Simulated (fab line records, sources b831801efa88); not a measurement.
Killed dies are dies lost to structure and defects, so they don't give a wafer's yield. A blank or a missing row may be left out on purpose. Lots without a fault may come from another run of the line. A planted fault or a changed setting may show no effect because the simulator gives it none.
fab line records | flow sky130
record lots=5 wafers=15 last_day=51
route steps=708 shown VIA2@511 METAL3@532 CAPM@537
lots that met no fault: from a run of the same line without faults
start_h: hours from the record's first day to the start of the lot's first wafer shown | wait_h: hours since the lot's step before | " the same as in the row above | L1.1+2: a row that stands for several wafers | - no value, or no start given | * or withheld: withheld | < > ~ a bound
route shown NAME@n: a module of which the file shows steps, and the number in the route of the first | usual: mean/standard deviation of fault-free wafers | same: alike in all rows | chamber/n: place in a boat | sites: the reading at each site | _std_site: their standard deviation | _edge_site: outer sites' mean less inner sites' | radius_mm: how far each site lies from the wafer's centre | mask NAME#n: copy n | behind: the tool/chamber that last shaped the wafer | hold: why the lot was held/for how many hours/how that ended | device: the transistor (n, p or np) that didn't switch | end of line: the same wafers' tests at the end of the route | a step without rows: its recipe alone | killed: dies lost to structure and defects at the first sort, not the wafer's yield | map: a wafer's dies, x killed, . not, _ none there
set.NAME: the setting as run; set.NAME@STEP: as run at that earlier step | model.NAME: the simulator's own value behind a step, which no gauge read
lots at some steps of the route; a table a step, a row a wafer
services: from which hour (start_h, from the record's first day; less than 0 if before it) a tool's chamber was out of use, for how many hours, and why
## steps
# step SKY_VIA2_DEHYDRATE_04
# recipe temp_c=200 time_s=60
# columns lot.wafer tool chamber start_h wait_h
L076.2+4+6 litho_track-01 0 884.60 12.7
L085.1+3+6 litho_track-03 0 938.14 11.7
L086.3+5+6 litho_track-01 0 944.38 12.5
L091.1+2+4 litho_track-03 0 981.74 10.9
L097.1+2+5 litho_track-03 0 1009.44 10.2
# step SKY_VIA2_HMDS_05
# recipe prime_time_s=60 prime_temp_c=120
# columns lot.wafer tool chamber start_h wait_h
L076.2+4+6 litho_track-01 0 884.75 0.1
L085.1+3+6 litho_track-03 0 938.29 0.1
L086.3+5+6 litho_track-01 0 944.53 0.1
L091.1+2+4 litho_track-03 0 981.89 0.1
L097.1+2+5 litho_track-03 0 1009.59 0.1
# step SKY_VIA2_COAT_06
# recipe resist=BARC temp_c=withheld time_s=withheld spin_rpm=3000 resist_thk_nm=60
# usual dispense_pressure_kPa=49.0/1.1
# columns lot.wafer tool chamber start_h wait_h dispense_pressure_kPa
L076.2 litho_track-01 0 884.90 0.1 50.3
L076.4 " 0 " " 50.3
L076.6 " 0 " " 50.3
L085.1 litho_track-03 0 938.44 0.1 48.8
L085.3 " 0 " " 48.8
L085.6 " 0 " " 48.8
L086.3 litho_track-01 0 944.68 0.1 50.3
L086.5 " 0 " " 50.3
L086.6 " 0 " " 50.3
L091.1 litho_track-03 0 982.04 0.1 48.8
L091.2 " 0 " " 48.8
L091.4 " 0 " " 48.8
L097.1 litho_track-03 0 1009.74 0.1 48.8
L097.2 " 0 " " 48.8
L097.5 " 0 " " 48.8
# step SKY_VIA2_COAT_07
# recipe resist=KrF-thick spin_rpm=3000 resist_thk_nm=450
# usual dispense_pressure_kPa=49.0/1.1
# columns lot.wafer tool chamber start_h wait_h dispense_pressure_kPa
L076.2 litho_track-01 0 - - 50.3
L076.4 " 0 " " 50.2
L076.6 " 0 " " 50.3
L085.1 litho_track-03 0 - - 48.8
L085.3 " 0 " " 48.8
L085.6 " 0 " " 48.8
L086.3 litho_track-01 0 - - 50.3
L086.5 " 0 " " 50.3
L086.6 " 0 " " 50.3
L091.1 litho_track-03 0 - - 48.8
L091.2 " 0 " " 48.8
L091.4 " 0 " " 48.8
L097.1 litho_track-03 0 - - 48.8
L097.2 " 0 " " 48.8
L097.5 " 0 " " 48.8
# step SKY_VIA2_SOFTBAKE_08
# recipe temp_c=100 time_s=90 resist=KrF-thick
# columns lot.wafer tool chamber start_h wait_h
L076.2+4+6 litho_track-01 0 - -
L085.1+3+6 litho_track-03 0 - -
L086.3+5+6 litho_track-01 0 - -
L091.1+2+4 litho_track-03 0 - -
L097.1+2+5 litho_track-03 0 - -
# step SKY_VIA2_EXPOSE_09
# recipe mask_id=VIM2 na=0.8 source_shape=annular sigma_inner=0.55 sigma_outer=0.85 target_cd_nm=200 dose_mj=38
# usual exposure_dose_mJ_cm2=38.00/0.042
# columns lot.wafer tool chamber start_h wait_h mask exposure_dose_mJ_cm2
L076.2 krf_scanner-02 0 - - VIM2#0 37.98
L076.4 " 0 " " VIM2#0 37.98
L076.6 " 0 " " VIM2#0 37.97
L085.1 krf_scanner-02 0 - - VIM2#0 37.96
L085.3 " 0 " " VIM2#0 37.92
L085.6 " 0 " " VIM2#0 37.97
L086.3 krf_scanner-01 0 - - VIM2#0 38.01
L086.5 " 0 " " VIM2#0 37.97
L086.6 " 0 " " VIM2#0 38.01
L091.1 krf_scanner-01 0 - - VIM2#0 38.03
L091.2 " 0 " " VIM2#0 38.05
L091.4 " 0 " " VIM2#0 38.01
L097.1 krf_scanner-02 0 - - VIM2#0 38.04
L097.2 " 0 " " VIM2#0 38.09
L097.5 " 0 " " VIM2#0 38.06
# step SKY_VIA2_PEB_10
# recipe peb_temp_c=withheld peb_time_s=withheld resist=KrF-thick
# columns lot.wafer tool chamber start_h wait_h
L076.2+4+6 litho_track-01 0 - -
L085.1+3+6 litho_track-03 0 - -
L086.3+5+6 litho_track-01 0 - -
L091.1+2+4 litho_track-03 0 - -
L097.1+2+5 litho_track-03 0 - -
# step SKY_VIA2_DEVELOP_11
# recipe develop_time_s=60 resist=KrF-thick dev_temp_c=21
# columns lot.wafer tool chamber start_h wait_h
L076.2+4+6 litho_track-01 0 - -
L085.1+3+6 litho_track-03 0 - -
L086.3+5+6 litho_track-01 0 - -
L091.1+2+4 litho_track-03 0 - -
L097.1+2+5 litho_track-03 0 - -
# step SKY_VIA2_CD_MEAS_12
# recipe target_cd_nm=200
# usual cd_nm=200.0/1.3
# columns lot.wafer tool chamber start_h wait_h cd_nm
L076.2 cd_sem-01 - 898.65 - 201.3
L076.4 " - " " 203.3
L076.6 " - " " 201.9
L085.1 cd_sem-01 - 951.89 - 201.0
L085.3 " - " " 201.3
L085.6 " - " " 201.3
L086.3 cd_sem-01 - 957.22 - 201.3
L086.5 " - " " 200.7
L086.6 " - " " 199.1
L091.1 cd_sem-02 - 995.24 - 199.6
L091.2 " - " " 199.5
L091.4 " - " " 200.1
L097.1 cd_sem-02 - 1022.24 - 200.0
L097.2 " - " " 200.4
L097.5 " - " " 200.4
# step SKY_VIA2_OVL_MEAS_13
# usual VIA2_OVL=0/5.2
# columns lot.wafer tool chamber start_h wait_h VIA2_OVL[nm]
L076.2 overlay-02 - 898.75 0.1 -3
L076.4 " - " " -8
L076.6 " - " " -4
L085.1 overlay-01 - 952.01 0.1 5
L085.3 " - " " 5
L085.6 " - " " 2
L086.3 overlay-01 - 957.31 0.1 -9
L086.5 " - " " -16
L086.6 " - " " -16
L091.1 overlay-02 - 995.36 0.1 3
L091.2 " - " " 2
L091.4 " - " " -4
L097.1 overlay-02 - 1022.36 0.1 7
L097.2 " - " " 4
L097.5 " - " " 9
# step SKY_VIA2_ETCH_14
# recipe chemistry=N2/H2 target=BARC ion_energy_ev=200 source_w=500 bias_w=100 pressure_mtorr=30 n2_flow_sccm=100 h2_flow_sccm=200 stop_on=SiO2 time_s=45.9 target_depth_a=600
# usual drypump_motor_current_A=5.7/0.47 oes_product_au=0.854/0.0045 throttle_valve_pct=13.225/0.0097
# columns lot.wafer tool chamber start_h wait_h drypump_motor_current_A oes_product_au rf_hours_counter_h throttle_valve_pct
L076.2 rie_diel-04 2 898.78 0.0 5.4 0.855 11 13.225
L076.4 " 0 " " 6.3 0.849 13 13.229
L076.6 " 2 " " 5.4 0.854 - 13.227
L085.1 rie_diel-02 2 952.05 0.0 5.9 0.851 18 13.235
L085.3 " 1 " " 5.1 0.856 11 13.249
L085.6 " 1 " " 5.0 0.847 - 13.219
L086.3 rie_diel-02 0 957.33 0.0 5.3 0.864 21 13.223
L086.5 " 3 " " 5.3 0.851 - 13.219
L086.6 " 0 " " 5.2 0.847 - 13.226
L091.1 rie_diel-04 2 995.40 0.0 5.4 0.852 14 13.247
L091.2 " 3 " " 5.9 0.861 21 13.211
L091.4 " 0 " " 6.2 0.858 15 13.223
L097.1 rie_diel-01 1 1022.40 0.0 6.3 0.853 20 13.222
L097.2 " 0 " " 5.8 0.854 6 13.218
L097.5 " 0 " " 5.8 0.862 - 13.229
# step SKY_VIA2_ETCH_15
# recipe target=SiO2 chemistry=C4F8/O2/Ar target_depth_nm=546 stop_on=TiN mask_material=KrF-thick source_w=1500 bias_w=1200 pressure_mtorr=40 c4f8_flow_sccm=withheld O2_flow_sccm=6 Ar_flow_sccm=300 time_s=84
# usual oes_product_au=0.940/0.0047
# columns lot.wafer tool chamber start_h wait_h oes_product_au rf_hours_counter_h
L076.2 rie_diel-04 2 898.82 0.0 0.940 11
L076.4 " 0 " " 0.936 13
L076.6 " 2 " " 0.936 -
L085.1 rie_diel-02 2 952.09 0.0 0.940 18
L085.3 " 1 " " 0.935 11
L085.6 " 1 " " 0.941 -
L086.3 rie_diel-02 0 957.37 0.0 0.936 21
L086.5 " 3 " " 0.937 -
L086.6 " 0 " " 0.946 -
L091.1 rie_diel-04 2 995.44 0.0 0.940 14
L091.2 " 3 " " 0.944 21
L091.4 " 0 " " 0.938 15
L097.1 rie_diel-01 1 1022.44 0.0 0.941 20
L097.2 " 0 " " 0.939 6
L097.5 " 0 " " 0.938 -
# step SKY_VIA2_STRIP_16
# recipe chemistry=O2/N2 power_w=1400 pressure_mtorr=1500 platen_temp_c=withheld o2_flow_sccm=3000 n2_flow_sccm=300 overash_fraction=0.5
# usual drypump_motor_current_A=5.8/0.47 oes_product_au=0.399/0.0051 strip_time_to_endpoint_s=4.04/0.037
# same overash_fraction=0.5
# columns lot.wafer tool chamber start_h wait_h drypump_motor_current_A oes_product_au rf_hours_counter_h strip_time_to_endpoint_s
L076.2 plasma_asher-04 1 898.89 0.0 6.1 0.398 15 4.06
L076.4 " 0 " " 6.4 0.407 - 4.09
L076.6 " 0 " " 6.4 0.394 - 4.07
L085.1 plasma_asher-03 0 952.15 0.0 5.4 0.399 50 3.98
L085.3 " 1 " " 6.1 0.395 - 4.00
L085.6 " 0 " " 5.4 0.394 - 4.00
L086.3 plasma_asher-02 1 957.47 0.1 5.2 0.404 - 4.05
L086.5 " 0 " " 5.5 0.403 - 4.04
L086.6 " 1 " " 5.1 0.391 - 4.03
L091.1 plasma_asher-02 0 995.50 0.0 5.4 0.405 117 3.99
L091.2 " 1 " " 5.1 0.395 117 4.03
L091.4 " 1 " " 5.2 0.405 - 4.06
L097.1 plasma_asher-04 0 1022.50 0.0 6.4 0.399 26 3.97
L097.2 " 1 " " 6.1 0.397 26 4.07
L097.5 " 1 " " 6.1 0.398 - 4.05
# step SKY_VIA2_STRIP_17
# recipe chemistry=post_etch_residue_remover time_s=1200 temp_c=72.5
# columns lot.wafer tool chamber start_h wait_h
L076.2+4+6 wet_bench-04 1 898.99 0.1
L085.1+3+6 wet_bench-01 2 952.25 0.1
L086.3+5+6 wet_bench-01 0 957.54 0.0
L091.1+2+4 wet_bench-04 0 995.60 0.1
L097.1+2+5 wet_bench-01 2 1022.60 0.1
# step SKY_VIA2_CLEAN_18
# recipe chemistry=IPA time_s=180 temp_c=25
# columns lot.wafer tool chamber start_h wait_h
L076.2+4+6 wet_bench-02 2 899.36 0.0
L085.1+3+6 wet_bench-04 1 952.63 0.0
L086.3+5+6 wet_bench-02 3 957.88 0.0
L091.1+2+4 wet_bench-01 0 995.94 0.0
L097.1+2+5 wet_bench-02 0 1022.98 0.0
# step SKY_VIA2_CLEAN_19
# recipe chemistry=O3/DIW dry=n2_spin
# columns lot.wafer tool chamber start_h wait_h
L076.2+4+6 wet_bench-01 1 899.42 0.0
L085.1+3+6 wet_bench-01 3 952.69 0.0
L086.3+5+6 wet_bench-01 3 957.94 0.0
L091.1+2+4 wet_bench-02 1 996.00 0.0
L097.1+2+5 wet_bench-01 1 1023.03 0.0
# step SKY_VIA2_SPUTTER_20
# recipe material=TiN target_thk_nm=20 chamber_pressure_pa=5 power_w=4000 time_s=80
# usual throttle_valve_pct=29.9/1.3
# columns lot.wafer tool chamber start_h wait_h throttle_valve_pct
L076.2 pvd_sputter-03 - 899.51 0.0 28.7
L076.4 " - " " 30.8
L076.6 " - " " 29.0
L085.1 pvd_sputter-01 - 952.79 0.0 31.9
L085.3 " - " " 31.3
L085.6 " - " " 31.5
L086.3 pvd_sputter-04 - 958.03 0.0 28.5
L086.5 " - " " 30.7
L086.6 " - " " 28.0
L091.1 pvd_sputter-04 - 996.09 0.0 29.8
L091.2 " - " " 28.7
L091.4 " - " " 27.8
L097.1 pvd_sputter-01 - 1023.13 0.0 31.0
L097.2 " - " " 31.4
L097.5 " - " " 31.0
# step SKY_VIA2_CVD_21
# recipe material=W target_thk_nm=420 time_s=126.4 temp_c=400 pressure_torr=40
# usual chamber_pressure_Torr=40.00/0.087 heater_power_w=856/66
# columns lot.wafer tool chamber start_h wait_h chamber_pressure_Torr heater_power_w
L076.2 cvd_w-02 0 899.57 0.0 40.04 919
L076.4 " 1 " " 39.93 902
L076.6 " 1 " " 39.84 894
L085.1 cvd_w-02 0 952.85 0.0 39.97 916
L085.3 " 1 " " 39.94 916
L085.6 " 1 " " 40.23 909
L086.3 cvd_w-02 0 958.13 0.1 39.86 891
L086.5 " 1 " " 40.16 922
L086.6 " 0 " " 40.02 917
L091.1 cvd_w-02 1 996.16 0.0 40.00 912
L091.2 " 0 " " 40.05 908
L091.4 " 0 " " 39.87 910
L097.1 cvd_w-02 0 1023.20 0.0 39.95 928
L097.2 " 1 " " 39.92 895
L097.5 " 1 " " 39.96 904
# step SKY_VIA2_RS_MEAS_22
# recipe thk_meas_gauge=four-point-probe reads=W_of_VIA2_CVD_21+TiN_of_VIA2_SPUTTER_20
# usual VIA2_W_RS=0.272/0.0054
# columns lot.wafer tool chamber start_h wait_h VIA2_W_RS[ohm/sq]
L076.2 film_metro-03 - 899.72 0.1 0.273
L076.4 " - " " 0.262
L076.6 " - " " 0.267
L085.1 film_metro-04 - 952.98 0.1 0.272
L085.3 " - " " 0.262
L085.6 " - " " 0.261
L086.3 film_metro-01 - 958.26 0.1 0.273
L086.5 " - " " 0.263
L086.6 " - " " 0.274
L091.1 film_metro-01 - 996.29 0.1 0.263
L091.2 " - " " 0.273
L091.4 " - " " 0.272
L097.1 film_metro-01 - 1023.33 0.1 0.279
L097.2 " - " " 0.269
L097.5 " - " " 0.268
# step SKY_VIA2_THK_MEAS_23
# recipe thk_meas_gauge=xrf reads=W_of_VIA2_CVD_21
# usual VIA2_W_THK=413/8.1
# columns lot.wafer tool chamber start_h wait_h VIA2_W_THK[nm]
L076.2 film_metro-03 - 899.83 0.1 414
L076.4 " - " " 433
L076.6 " - " " 426
L085.1 film_metro-04 - 953.10 0.1 413
L085.3 " - " " 427
L085.6 " - " " 429
L086.3 film_metro-01 - 958.36 0.1 410
L086.5 " - " " 423
L086.6 " - " " 409
L091.1 film_metro-01 - 996.41 0.1 424
L091.2 " - " " 411
L091.4 " - " " 409
L097.1 film_metro-01 - 1023.45 0.1 396
L097.2 " - " " 416
L097.5 " - " " 412
# step SKY_VIA2_CMP_24
# recipe stop_on=SiO2 t_overpolish_s=20 down_force_psi=3.5 platen_rpm=60 target_thk_nm=0 pad_velocity_m_s=0.94248
# usual motor_current_A=10.8/0.79 overpolish_run_s=19.999/0.01 time_to_endpoint_s=103/4.1
# columns lot.wafer tool chamber start_h wait_h motor_current_A overpolish_run_s time_to_endpoint_s
L076.2 cmp-02 2 899.93 0.1 9.8 20.000 104
L076.4 " 0 " " 11.5 19.994 105
L076.6 " 1 " " 10.8 19.996 108
L085.1 cmp-01 0 953.16 0.1 10.4 20.003 106
L085.3 " 3 " " 11.2 19.991 103
L085.6 " 1 " " 11.0 20.017 105
L086.3 cmp-02 0 958.40 0.0 12.0 20.024 90
L086.6 " 0 " " 11.8 19.999 91
L086.5 " 1 " " 10.6 19.994 102
L091.2 cmp-02 2 996.47 0.0 9.9 20.009 107
L091.4 " 0 " " 11.7 19.986 103
L091.1 " 1 " " 10.7 19.995 111
L097.1 cmp-01 1 1023.51 0.1 10.5 20.002 98
L097.2 " 0 " " 10.6 20.012 104
L097.5 " 1 " " 10.7 20.007 102
# step SKY_METAL3_SPUTTER_00
# recipe material=Ti target_thk_nm=15 power_w=3000 time_s=10 chamber_pressure_pa=0.4
# usual throttle_valve_pct=30.2/1.2
# columns lot.wafer tool chamber start_h wait_h throttle_valve_pct
L076.2 pvd_sputter-02 - 900.18 0.2 29.8
L076.4 " - " " 29.3
L076.6 " - " " 29.7
L085.1 pvd_sputter-01 - 953.46 0.2 32.0
L085.3 " - " " 31.2
L085.6 " - " " 31.0
L086.3 pvd_sputter-02 - 958.70 0.2 30.8
L086.5 " - " " 30.7
L086.6 " - " " 29.0
L091.1 pvd_sputter-02 - 996.77 0.1 29.6
L091.2 " - " " 29.2
L091.4 " - " " 28.8
L097.1 pvd_sputter-01 - 1023.81 0.2 31.4
L097.2 " - " " 31.2
L097.5 " - " " 31.0
# step SKY_METAL3_SPUTTER_01
# recipe material=TiN target_thk_nm=20 power_w=6500 time_s=16.7 chamber_pressure_pa=0.4
# usual throttle_valve_pct=30.2/1.2
# columns lot.wafer tool chamber start_h wait_h throttle_valve_pct
L076.2 pvd_sputter-02 - 900.20 0.0 29.7
L076.4 " - " " 29.1
L076.6 " - " " 29.7
L085.1 pvd_sputter-01 - 953.48 0.0 32.0
L085.3 " - " " 31.1
L085.6 " - " " 31.0
L086.3 pvd_sputter-02 - 958.72 0.0 30.6
L086.5 " - " " 31.0
L086.6 " - " " 29.1
L091.1 pvd_sputter-02 - 996.79 0.0 29.7
L091.2 " - " " 29.3
L091.4 " - " " 29.0
L097.1 pvd_sputter-01 - 1023.84 0.0 31.4
L097.2 " - " " 31.2
L097.5 " - " " 31.1
# step SKY_METAL3_SPUTTER_02
# recipe material=AlCu target_thk_nm=735 power_w=10600 time_s=39.1 chamber_pressure_pa=0.4
# usual throttle_valve_pct=30.2/1.2
# columns lot.wafer tool chamber start_h wait_h throttle_valve_pct
L076.2 pvd_sputter-02 - 900.23 0.0 29.9
L076.4 " - " " 29.1
L076.6 " - " " 29.8
L085.1 pvd_sputter-01 - 953.51 0.0 31.7
L085.3 " - " " 30.9
L085.6 " - " " 31.3
L086.3 pvd_sputter-02 - 958.75 0.0 30.9
L086.5 " - " " 31.0
L086.6 " - " " 28.9
L091.1 pvd_sputter-02 - 996.81 0.0 29.9
L091.2 " - " " 29.4
L091.4 " - " " 28.9
L097.1 pvd_sputter-01 - 1023.87 0.0 31.4
L097.2 " - " " 31.0
L097.5 " - " " 31.3
# step SKY_METAL3_SPUTTER_03
# recipe material=Ti target_thk_nm=5 power_w=3000 time_s=3.3 chamber_pressure_pa=0.4
# usual throttle_valve_pct=30.2/1.2
# columns lot.wafer tool chamber start_h wait_h throttle_valve_pct
L076.2 pvd_sputter-02 - 900.27 0.0 29.8
L076.4 " - " " 29.3
L076.6 " - " " 29.9
L085.1 pvd_sputter-01 - 953.55 0.0 32.0
L085.3 " - " " 31.0
L085.6 " - " " 31.4
L086.3 pvd_sputter-02 - 958.79 0.0 30.8
L086.5 " - " " 30.4
L086.6 " - " " 29.0
L091.1 pvd_sputter-02 - 996.85 0.0 29.7
L091.2 " - " " 29.1
L091.4 " - " " 28.8
L097.1 pvd_sputter-01 - 1023.91 0.0 31.4
L097.2 " - " " 31.0
L097.5 " - " " 30.9
# step SKY_METAL3_SPUTTER_04
# recipe material=TiN target_thk_nm=70 power_w=6500 time_s=58.3 chamber_pressure_pa=0.4
# usual throttle_valve_pct=30.2/1.2
# columns lot.wafer tool chamber start_h wait_h throttle_valve_pct
L076.2 pvd_sputter-02 - 900.29 0.0 29.9
L076.4 " - " " 29.5
L076.6 " - " " 29.5
L085.1 pvd_sputter-01 - 953.57 0.0 32.1
L085.3 " - " " 31.0
L085.6 " - " " 31.2
L086.3 pvd_sputter-02 - 958.81 0.0 30.9
L086.5 " - " " 30.8
L086.6 " - " " 29.3
L091.1 pvd_sputter-02 - 996.87 0.0 29.5
L091.2 " - " " 29.0
L091.4 " - " " 28.7
L097.1 pvd_sputter-01 - 1023.93 0.0 31.4
L097.2 " - " " 31.1
L097.5 " - " " 31.3
# step SKY_CAPM_CVD_00
# recipe material=SiO2 target_thk_nm=15.5 temp_c=400 time_s=withheld rf_w=450
# usual heater_power_w=771/76
# columns lot.wafer tool chamber start_h wait_h heater_power_w
L076.2 pecvd-04 0 900.34 0.0 879
L076.4 " 2 " " 648
L076.6 " 0 " " 863
L085.1 pecvd-01 2 953.61 0.0 785
L085.3 " 0 " " 732
L085.6 " 0 " " 741
L086.3 pecvd-04 2 958.86 0.0 587
L086.5 " 0 " " 854
L086.6 " 1 " " 751
L091.1 pecvd-02 1 996.92 0.0 903
L091.2 " 2 " " 870
L091.4 " 1 " " 886
L097.1 pecvd-02 0 1023.99 0.0 726
L097.2 " 1 " " 744
L097.5 " 0 " " 744
# step SKY_CAPM_THK_MEAS_01
# recipe reads=SiO2_of_CAPM_CVD_00
# usual CAPM_CVD_00_THK=15.56/0.28
# columns lot.wafer tool chamber start_h wait_h CAPM_CVD_00_THK[nm]
L076.2 film_metro-01 - 900.37 - 15.40
L076.4 " - " " 15.86
L076.6 " - " " 15.79
L085.1 film_metro-03 - 953.64 - 15.25
L085.3 " - " " 14.99
L085.6 " - " " 15.42
L086.3 film_metro-02 - 958.90 - 15.32
L086.5 " - " " 15.59
L086.6 " - " " 16.10
L091.1 film_metro-02 - 996.94 - 15.53
L091.2 " - " " 15.14
L091.4 " - " " 15.59
L097.1 film_metro-02 - 1024.02 - 15.30
L097.2 " - " " 15.20
L097.5 " - " " 15.44
# step SKY_CAPM_SPUTTER_02
# recipe material=TiN target_thk_nm=200 temp_c=300 power_w=6500 time_s=166.7 chamber_pressure_pa=0.4
# usual throttle_valve_pct=29.4/0.98
# columns lot.wafer tool chamber start_h wait_h throttle_valve_pct
L076.2 pvd_sputter-04 - 900.42 0.0 29.8
L076.4 " - " " 28.5
L076.6 " - " " 29.9
L085.1 pvd_sputter-02 - 953.70 0.1 29.7
L085.3 " - " " 30.7
L085.6 " - " " 30.6
L086.3 pvd_sputter-03 - 958.94 0.0 28.2
L086.5 " - " " 27.7
L086.6 " - " " 30.1
L091.1 pvd_sputter-03 - 997.00 0.1 31.0
L091.2 " - " " 28.9
L091.4 " - " " 29.9
L097.1 pvd_sputter-03 - 1024.08 0.1 30.8
L097.2 " - " " 30.0
L097.5 " - " " 28.1
# step SKY_CAPM_RS_MEAS_03
# recipe thk_meas_gauge=four-point-probe reads=TiN_of_CAPM_SPUTTER_02
# usual CAPM_TIN_RS=6.90/0.088
# columns lot.wafer tool chamber start_h wait_h CAPM_TIN_RS[ohm/sq]
L076.2 film_metro-03 - 900.55 0.1 6.77
L076.4 " - " " 6.80
L076.6 " - " " 6.76
L085.1 film_metro-03 - 953.81 0.1 6.83
L085.3 " - " " 6.93
L085.6 " - " " 6.89
L086.3 film_metro-03 - 959.09 0.1 6.95
L086.5 " - " " 6.97
L086.6 " - " " 6.95
L091.1 film_metro-02 - 997.11 0.1 6.69
L091.2 " - " " 7.02
L091.4 " - " " 6.79
L097.1 film_metro-02 - 1024.19 0.1 6.78
L097.2 " - " " 6.81
L097.5 " - " " 6.90
# step SKY_CAPM_THK_MEAS_04
# recipe thk_meas_gauge=xrf reads=TiN_of_CAPM_SPUTTER_02
# usual CAPM_TIN_THK=196/3.1
# columns lot.wafer tool chamber start_h wait_h CAPM_TIN_THK[nm]
L076.2 film_metro-03 - 900.66 0.1 203
L076.4 " - " " 201
L076.6 " - " " 202
L085.1 film_metro-03 - 953.93 0.1 198
L085.3 " - " " 196
L085.6 " - " " 198
L086.3 film_metro-03 - 959.19 0.1 196
L086.5 " - " " 195
L086.6 " - " " 195
L091.1 film_metro-02 - 997.23 0.1 201
L091.2 " - " " 192
L091.4 " - " " 197
L097.1 film_metro-02 - 1024.31 0.1 199
L097.2 " - " " 198
L097.5 " - " " 195
# step SKY_CAPM_DEHYDRATE_05
# recipe temp_c=200 time_s=60
# columns lot.wafer tool chamber start_h wait_h
L076.2+4+6 litho_track-03 0 913.07 12.4
L085.1+3+6 litho_track-03 0 965.54 11.6
L086.3+5+6 litho_track-02 0 970.97 11.8
L091.1+2+4 litho_track-02 0 1008.12 10.9
L097.1+2+5 litho_track-03 0 1034.99 10.7
# step SKY_CAPM_HMDS_06
# recipe prime_time_s=60 prime_temp_c=120
# columns lot.wafer tool chamber start_h wait_h
L076.2+4+6 litho_track-03 0 913.22 0.1
L085.1+3+6 litho_track-03 0 965.69 0.1
L086.3+5+6 litho_track-02 0 971.12 0.1
L091.1+2+4 litho_track-02 0 1008.27 0.1
L097.1+2+5 litho_track-03 0 1035.14 0.1
# step SKY_CAPM_COAT_07
# recipe resist=NOVOLAK spin_rpm=3000 resist_thk_nm=1140
# usual dispense_pressure_kPa=49.5/2.8
# columns lot.wafer tool chamber start_h wait_h dispense_pressure_kPa
L076.2 litho_track-03 0 913.37 0.1 48.8
L076.4 " 0 " " 48.8
L076.6 " 0 " " 48.8
L085.1 litho_track-03 0 965.84 0.1 48.8
L085.3 " 0 " " 48.8
L085.6 " 0 " " 48.8
L086.3 litho_track-02 0 971.27 0.1 47.7
L086.5 " 0 " " 47.7
L086.6 " 0 " " 47.7
L091.1 litho_track-02 0 1008.42 0.1 47.8
L091.2 " 0 " " 47.7
L091.4 " 0 " " 47.7
L097.1 litho_track-03 0 1035.29 0.1 48.8
L097.2 " 0 " " 48.8
L097.5 " 0 " " 48.8
# step SKY_CAPM_SOFTBAKE_08
# recipe temp_c=90 time_s=60 resist=NOVOLAK
# columns lot.wafer tool chamber start_h wait_h
L076.2+4+6 litho_track-03 0 913.52 0.1
L085.1+3+6 litho_track-03 0 965.99 0.1
L086.3+5+6 litho_track-02 0 971.42 0.1
L091.1+2+4 litho_track-02 0 1008.57 0.1
L097.1+2+5 litho_track-03 0 1035.44 0.1
# step SKY_CAPM_EXPOSE_09
# recipe mask_id=CAPM na=0.6 source_shape=conventional sigma_outer=0.6 polarization=unpolarized target_cd_nm=1000 dose_mj=159
# usual exposure_dose_mJ_cm2=159.00/0.15
# columns lot.wafer tool chamber start_h wait_h mask exposure_dose_mJ_cm2
L076.2 iline_stepper-01 0 - - CAPM#0 159.17
L076.4 " 0 " " CAPM#0 159.28
L076.6 " 0 " " CAPM#0 159.02
L085.1 iline_stepper-01 0 - - CAPM#0 159.02
L085.3 " 0 " " CAPM#0 159.14
L085.6 " 0 " " CAPM#0 159.28
L086.3 iline_stepper-01 0 - - CAPM#0 158.92
L086.5 " 0 " " CAPM#0 159.09
L086.6 " 0 " " CAPM#0 159.01
L091.1 iline_stepper-01 0 - - CAPM#0 158.83
L091.2 " 0 " " CAPM#0 158.88
L091.4 " 0 " " CAPM#0 158.83
L097.1 iline_stepper-01 0 - - CAPM#0 158.95
L097.2 " 0 " " CAPM#0 158.72
L097.5 " 0 " " CAPM#0 158.86
# step SKY_CAPM_PEB_10
# recipe temp_c=withheld time_s=* resist=NOVOLAK
# columns lot.wafer tool chamber start_h wait_h
L076.2+4+6 litho_track-04 0 - -
L085.1+3+6 litho_track-02 0 - -
L086.3+5+6 litho_track-02 0 - -
L091.1+2+4 litho_track-02 0 - -
L097.1+2+5 litho_track-02 0 - -
# step SKY_CAPM_DEVELOP_11
# recipe resist=NOVOLAK developer=TMAH develop_time_s=60 dev_temp_c=23
# columns lot.wafer tool chamber start_h wait_h
L076.2+4+6 litho_track-04 0 926.02 0.1
L085.1+3+6 litho_track-02 0 978.32 0.1
L086.3+5+6 litho_track-02 0 983.02 0.1
L091.1+2+4 litho_track-02 0 1020.47 0.1
L097.1+2+5 litho_track-02 0 1047.57 0.1
# step SKY_CAPM_OVL_MEAS_12
# usual CAPM_OVL=0.2/1.3
# columns lot.wafer tool chamber start_h wait_h CAPM_OVL[nm]
L076.2 overlay-02 - 926.15 0.1 0.9
L076.4 " - " " 1.7
L076.6 " - " " 0.0
L085.1 overlay-02 - 978.47 0.1 -0.2
L085.3 " - " " -0.9
L085.6 " - " " 0.0
L086.3 overlay-01 - 983.13 0.1 0.5
L086.5 " - " " 2.4
L086.6 " - " " 1.4
L091.1 overlay-02 - 1020.62 0.1 -0.6
L091.2 " - " " 0.3
L091.4 " - " " 0.2
L097.1 overlay-01 - 1047.72 0.1 -0.4
L097.2 " - " " 1.0
L097.5 " - " " 1.4
## services
# columns tool chamber start_h hours kind
cvd_w-02 - 862.20 14.6 pm
cmp-02 - 862.74 19.6 pm
cmp-02 - 892.65 5.4 pm
iline_stepper-01 - 897.35 1.7 pm
rie_diel-04 0 910.34 8.0 repair
wet_bench-01 - 911.69 1.0 repair
cmp-02 - 912.07 4.0 pm
cmp-02 - 912.90 1.0 repair
cmp-02 - 922.56 6.5 repair
rie_diel-02 - 933.12 15.6 pm
rie_diel-04 3 933.68 3.7 repair
krf_scanner-02 - 935.20 0.8 pm
pvd_sputter-04 - 950.92 4.6 repair
krf_scanner-02 - 951.09 1.3 pm
pvd_sputter-01 - 962.29 24.6 repair
rie_diel-02 - 975.92 2.8 pm
cmp-02 - 982.08 4.1 repair
wet_bench-02 - 982.12 1.9 pm
wet_bench-01 - 986.01 8.0 repair
pvd_sputter-03 - 987.38 2.8 repair
rie_diel-02 3 991.73 4.1 repair
iline_stepper-01 - 1002.96 4.4 pm
cvd_w-02 - 1009.64 6.0 pm
iline_stepper-01 - 1029.56 2.5 repair
## key
fault none
